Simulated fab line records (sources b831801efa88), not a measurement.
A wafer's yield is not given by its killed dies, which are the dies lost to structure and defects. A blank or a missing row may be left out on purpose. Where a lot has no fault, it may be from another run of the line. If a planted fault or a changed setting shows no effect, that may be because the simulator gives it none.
Which tool did it? + flow gf180mcu + 12 lots with 36 wafers sampled at 5 steps, on a route of 602 steps

WHAT THE GAUGES SHOWED, per wafer
GF_STI_THK_MEAS_04. Usual: STI_CVD_03_THK gives 207.1 nm (standard deviation 1.8).
| lot  | measured    | on           | STI_CVD_03_THK (nm) | flag |
|------|-------------|--------------|---------------------|------|
| L523 | day 1 15:28 | filmMetro-01 | 206.0 205.1 204.7   |      |
| L524 | day 1 19:44 | filmMetro-03 | 207.2 208.9 204.9   |      |
| L525 | day 2 00:20 | filmMetro-02 | 208.1 209.5 208.1   |      |
| L526 | day 2 04:41 | filmMetro-03 | 195.1 194.2 196.9   | OFF  |
| L527 | day 2 10:33 | filmMetro-01 | 196.1 196.3 193.9   | OFF  |
| L528 | day 2 15:07 | filmMetro-01 | 206.2 206.9 205.0   |      |
| L537 | day 4 12:35 | filmMetro-03 | 206.2 204.1 204.2   |      |
| L538 | day 4 16:59 | filmMetro-02 | 210.1 209.9 210.7   |      |
| L541 | day 5 07:56 | filmMetro-03 | 205.8 206.1 205.2   |      |
| L542 | day 5 12:35 | filmMetro-01 | 208.8 207.5 209.1   |      |
| L543 | day 5 17:34 | filmMetro-03 | 207.2 205.7 207.6   |      |
| L545 | day 6 03:46 | filmMetro-03 | 205.9 205.6 206.8   |      |

GF_VT_IMPLANT_OVL_MEAS_07. Usual: VT_IMPLANT_OVL gives -0.5 nm (standard deviation 1.2).
| lot  | measured     | on         | VT_IMPLANT_OVL (nm) | flag |
|------|--------------|------------|---------------------|------|
| L523 | day 5 17:35  | overlay-02 | 1.0 -0.6 0.4        |      |
| L524 | day 5 23:02  | overlay-02 | 0.0 -0.6 0.9        |      |
| L525 | day 6 04:03  | overlay-02 | -1.1 -1.8 -3.1      |      |
| L526 | day 6 11:02  | overlay-01 | -1.1 0.3 -1.4       |      |
| L527 | day 6 21:32  | overlay-01 | -0.9 0.2 0.9        |      |
| L528 | day 7 06:56  | overlay-02 | -0.4 -2.3 -1.0      |      |
| L537 | day 9 08:26  | overlay-02 | -2.7 -0.2 -1.4      |      |
| L538 | day 9 13:26  | overlay-01 | -1.6 1.3 -0.7       |      |
| L541 | day 10 08:04 | overlay-01 | -0.2 0.0 0.2        |      |
| L542 | day 10 14:53 | overlay-01 | -0.2 0.7 -0.4       |      |
| L543 | day 10 19:01 | overlay-01 | -1.0 0.0 -0.3       |      |
| L545 | day 11 08:41 | overlay-02 | 1.1 1.3 2.3         |      |

TOOL THAT RAN EACH LOT (tool first, then ch and the chambers of the sampled wafers, then the start)
| lot  | GF_STI_CVD_03              | GF_STI_ETCH_13                   | GF_STI_CMP_25                |
|------|----------------------------|----------------------------------|------------------------------|
| L523 | lpcvd-01 ch 0, day 1 12:29 | rieDiel-01 ch 1,2,3, day 2 03:42 | cmp-02 ch 0,1,3, day 2 05:40 |
| L524 | lpcvd-01 ch 1, day 1 17:44 | rieDiel-02 ch 0,1,2, day 2 07:18 | cmp-01 ch 0,1,3, day 2 09:20 |
| L525 | lpcvd-01 ch 0, day 1 22:20 | rieDiel-03 ch 0,2,3, day 2 12:31 | cmp-01 ch 0,2,3, day 2 14:41 |
| L526 | lpcvd-01 ch 0, day 2 02:42 | rieDiel-03 ch 0,2,3, day 2 16:35 | cmp-02 ch 0,1,3, day 2 18:50 |
| L527 | lpcvd-01 ch 1, day 2 07:34 | rieDiel-02 ch 1,2,3, day 2 23:08 | cmp-02 ch 1,3, day 3 02:31   |
| L528 | lpcvd-02 ch 0, day 2 13:07 | rieDiel-02 ch 0,2, day 3 03:56   | cmp-01 ch 0,1,3, day 3 08:17 |
| L537 | lpcvd-02 ch 1, day 4 09:34 | rieDiel-03 ch 0,3, day 5 03:15   | cmp-02 ch 0,2,3, day 5 05:20 |
| L538 | lpcvd-02 ch 0, day 4 14:58 | rieDiel-01 ch 0,2,3, day 5 07:05 | cmp-02 ch 0,1, day 5 09:02   |
| L541 | lpcvd-02 ch 1, day 5 05:57 | rieDiel-02 ch 2,3, day 5 22:34   | cmp-02 ch 2,3, day 6 00:32   |
| L542 | lpcvd-01 ch 0, day 5 10:34 | rieDiel-02 ch 1,2, day 6 03:56   | cmp-01 ch 0,1,3, day 6 06:01 |
| L543 | lpcvd-01 ch 0, day 5 15:34 | rieDiel-02 ch 1,2, day 6 08:32   | cmp-02 ch 0,2,3, day 6 11:05 |
| L545 | lpcvd-02 ch 0, day 6 01:45 | rieDiel-01 ch 0,1,3, day 6 19:29 | cmp-01 ch 0,1, day 6 21:25   |
- GF_STI_CVD_03: deposits Si3N4 from DCS/NH3, target thk 207.16 nm, time 3551 s.
- GF_STI_ETCH_13: etches the open film in CHF3/O2, stops on Si, target depth 282.31 nm, time 112.9 s.
- GF_STI_CMP_25: polishes, stops on Si3N4, t overpolish 33 s, target thk 524.6 nm.

WHAT THE TOOLS THEMSELVES READ (means of the sampled wafers that have a number; where no wafer has one, the mark that the record gives instead)
GF_STI_CVD_03. Usual: pressureMtorr 250.1 mTorr, standard deviation 0.53; spikeTcBottomC 790 C, standard deviation 3.7.
| lot  | tool     | pressureMtorr (mTorr) | spikeTcBottomC (C) | flag |
|------|----------|-----------------------|--------------------|------|
| L523 | lpcvd-01 | 250.4                 | 794                |      |
| L524 | lpcvd-01 | 250.1                 | 790                |      |
| L525 | lpcvd-01 | 250.7                 | 794                |      |
| L526 | lpcvd-01 | 200.0                 | 792                | OFF  |
| L527 | lpcvd-01 | 200.0                 | 789                | OFF  |
| L528 | lpcvd-02 | 249.5                 | 784                |      |
| L537 | lpcvd-02 | 249.9                 | 792                |      |
| L538 | lpcvd-02 | 249.7                 | 785                |      |
| L541 | lpcvd-02 | 250.1                 | 792                |      |
| L542 | lpcvd-01 | 249.5                 | 793                |      |
| L543 | lpcvd-01 | 250.5                 | 793                |      |
| L545 | lpcvd-02 | 249.0                 | 783                |      |

GF_STI_ETCH_13. Usual: drypumpMotorCurrentA 5.5 A, standard deviation 0.4; oesProductAu 0.832 a.u., standard deviation 0.0058; throttleValvePct 8.810 %, standard deviation 0.009.
| lot  | tool       | drypumpMotorCurrentA (A) | oesProductAu (a.u.) | throttleValvePct (%) | flag |
|------|------------|--------------------------|---------------------|----------------------|------|
| L523 | rieDiel-01 | 5.3                      | 0.826               | 8.813                |      |
| L524 | rieDiel-02 | 5.7                      | 0.832               | 8.806                |      |
| L525 | rieDiel-03 | 5.8                      | 0.838               | 8.805                |      |
| L526 | rieDiel-03 | 5.8                      | 0.805               | 8.812                | OFF  |
| L527 | rieDiel-02 | 5.7                      | 0.805               | 8.799                | OFF  |
| L528 | rieDiel-02 | 5.8                      | 0.830               | 8.812                |      |
| L537 | rieDiel-03 | 5.7                      | 0.830               | 8.804                |      |
| L538 | rieDiel-01 | 5.0                      | 0.840               | 8.811                |      |
| L541 | rieDiel-02 | 5.8                      | 0.832               | 8.813                |      |
| L542 | rieDiel-02 | 5.7                      | 0.832               | 8.816                |      |
| L543 | rieDiel-02 | 5.7                      | 0.833               | 8.815                |      |
| L545 | rieDiel-01 | 5.4                      | 0.833               | 8.803                |      |

GF_STI_CMP_25. Usual: motorCurrentA 11.3 A, standard deviation 0.93; slurryFilterDpKPa 13.53 kPa, standard deviation 0.14; slurryFlowMlMin 150.0, standard deviation 0.5.
| lot  | tool   | motorCurrentA (A) | slurryFilterDpKPa (kPa) | slurryFlowMlMin | flag |
|------|--------|-------------------|-------------------------|-----------------|------|
| L523 | cmp-02 | 11.4              | 13.52                   | 150.1           |      |
| L524 | cmp-01 | 12.2              | 13.67                   | 149.9           |      |
| L525 | cmp-01 | 11.9              | 13.49                   | 150.8           |      |
| L526 | cmp-02 | 10.9              | 13.54                   | 150.1           |      |
| L527 | cmp-02 | 11.3              | 13.56                   | 150.0           |      |
| L528 | cmp-01 | 12.3              | 13.57                   | 150.2           |      |
| L537 | cmp-02 | 10.8              | 13.49                   | 150.2           |      |
| L538 | cmp-02 | 10.6              | 13.41                   | 149.8           |      |
| L541 | cmp-02 | 10.7              | 13.55                   | 150.2           |      |
| L542 | cmp-01 | 12.4              | 13.55                   | 149.2           |      |
| L543 | cmp-02 | 10.6              | 13.41                   | 150.4           |      |
| L545 | cmp-01 | 12.5              | 13.56                   | 149.3           |      |

THE ANSWER, worked out from the rows above alone
Rule: a lot counts as off when the mean over its wafers that have a number is more than 3 standard deviations away from the usual mean. A lot without any number at a reading at which 4 lots or more have one is off too. All remaining lots with rows at the step are treated as sound. After the gauges, taken in route order, come the tools' own readings; for these a lot's mean is taken, as printed above. The first step at which some lot is off is used, and at that step the reading that is off furthest; a lot without a number counts as furthest.
Off: L526, L527, at GF_STI_THK_MEAS_04 (STI_CVD_03_THK).
If a tool, at a process step before that reading, ran all the lots that are off and no sound lot after the first of them, it fits. The gauges at GF_STI_THK_MEAS_04 aren't tried: what is off there is off at GF_STI_CVD_03 too, on other tools, and a gauge's error can't cause that. None of those tried fits.

WHAT HAD BEEN PUT IN BY THE SIMULATOR
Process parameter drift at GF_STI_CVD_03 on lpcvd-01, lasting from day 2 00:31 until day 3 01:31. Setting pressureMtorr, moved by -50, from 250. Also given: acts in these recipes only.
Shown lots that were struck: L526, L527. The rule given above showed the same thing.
